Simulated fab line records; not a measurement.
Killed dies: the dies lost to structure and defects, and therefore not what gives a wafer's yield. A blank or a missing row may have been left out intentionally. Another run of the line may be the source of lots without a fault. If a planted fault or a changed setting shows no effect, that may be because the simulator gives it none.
Chamber matching / flow gf180mcu / rie si-02 running GF_STI_ETCH_14: 4 sister chambers
The step etches Si in HBr/Cl2/O2, target depth 360 nm, time 102.9 s. 8 wafers are shown with their chamber, then 7 later ones without.

== WAFERS, EACH WITH ITS CHAMBER ==
wafer=L403.5; chamber=2; drypump motor current A (A)=4.9; oes product au (a.u.)=1.003
wafer=L407.5; chamber=1; drypump motor current A (A)=5.9; oes product au (a.u.)=1.026
wafer=L409.1; chamber=3; drypump motor current A (A)=5.3; oes product au (a.u.)=0.993
wafer=L409.3; chamber=2; drypump motor current A (A)=4.9; oes product au (a.u.)=1.004
wafer=L409.5; chamber=0; drypump motor current A (A)=5.6; oes product au (a.u.)=0.990
wafer=L412.1; chamber=1; drypump motor current A (A)=5.8; oes product au (a.u.)=1.021
wafer=L412.2; chamber=3; drypump motor current A (A)=5.3; oes product au (a.u.)=1.000
wafer=L412.5; chamber=0; drypump motor current A (A)=5.6; oes product au (a.u.)=0.996

== WAFERS WITH NO CHAMBER GIVEN ==
wafer=L413.3; drypump motor current A (A)=5.3; oes product au (a.u.)=0.999
wafer=L413.5; drypump motor current A (A)=5.6; oes product au (a.u.)=1.003
wafer=L413.6; drypump motor current A (A)=5.8; oes product au (a.u.)=1.017
wafer=L414.2; drypump motor current A (A)=5.3; oes product au (a.u.)=0.997
wafer=L414.5; drypump motor current A (A)=5.6; oes product au (a.u.)=1.006
wafer=L415.1; drypump motor current A (A)=5.6; oes product au (a.u.)=0.991
wafer=L415.3; drypump motor current A (A)=5.3; oes product au (a.u.)=0.987

== THE CHAMBER EACH PASSED THROUGH ==
wafer=L413.3; from the rows above=3; in truth=3
wafer=L413.5; from the rows above=0; in truth=0
wafer=L413.6; from the rows above=1; in truth=1
wafer=L414.2; from the rows above=3; in truth=3
wafer=L414.5; from the rows above=0; in truth=0
wafer=L415.1; from the rows above=0; in truth=0
wafer=L415.3; from the rows above=3; in truth=3
Correct placement for 7 of the 7. Can't be placed from these rows: 0. Number placed wrongly: 0.
How it was worked out, from the rows above alone: a wafer's distance from a chamber is the root of the sum, over the readings, of the square of ((its reading less the chamber's mean) divided by the reading's scatter). If the next closest chamber is less than 2 further off than the closest, the wafer can't be placed; otherwise it belongs to the closest. The mean given for a chamber averages the wafers shown for that chamber. The scatter: take each reading less its chamber's mean, square it, sum over the shown wafers, divide by the number of wafers less the number of chambers, and take the root.
